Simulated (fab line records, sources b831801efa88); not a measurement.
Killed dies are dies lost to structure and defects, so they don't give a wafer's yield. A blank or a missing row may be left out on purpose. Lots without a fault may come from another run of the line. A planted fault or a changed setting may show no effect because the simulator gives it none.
Chamber matching | flow sky130 | SKY_SPACER_ETCHBACK_02 on rie_diel-02: 4 sister chambers
The step etches Si3N4 in CH3F/O2, stops on SiO2, time 46.7 s, target depth 45 nm. 4 wafers are shown with their chamber, then 7 later ones without.

WAFERS WITH THEIR CHAMBER
wafer  | chamber | drypump_motor_current_A (A)
L726.1 | 0       | 5.6
L732.2 | 2       | 6.0
L734.3 | 1       | 6.5
L734.4 | 3       | 6.1

WAFERS WITHOUT THEIR CHAMBER
wafer  | drypump_motor_current_A (A)
L734.5 | 6.0
L735.1 | 6.0
L735.4 | 6.4
L735.6 | 6.4
L744.1 | 6.2
L744.2 | 5.9
L744.5 | 6.5

WHICH CHAMBER EACH WENT THROUGH
wafer  | from the rows above     | in truth
L734.5 | can't be placed: 2 or 3 | 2
L735.1 | can't be placed: 2 or 3 | 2
L735.4 | 1                       | 1
L735.6 | 1                       | 1
L744.1 | can't be placed: 3 or 2 | 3
L744.2 | can't be placed: 2 or 3 | 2
L744.5 | 1                       | 1
Placed correctly: 3 of 7. Can't be placed from these rows: 4 (the true chamber is among the candidates in 4). Placed wrongly: 0.
How it was worked out, from the rows above alone: a wafer's distance from a chamber is the root of the sum, over the readings, of the square of ((its reading less the chamber's mean) divided by the reading's scatter). The wafer belongs to the nearest chamber; if the next one is less than 2 further off, it can't be placed. A chamber's mean is the mean of its shown wafers. The scatter: with one shown wafer a chamber, the root of the mean of the squares of how far each hidden wafer lies from its nearest shown one.
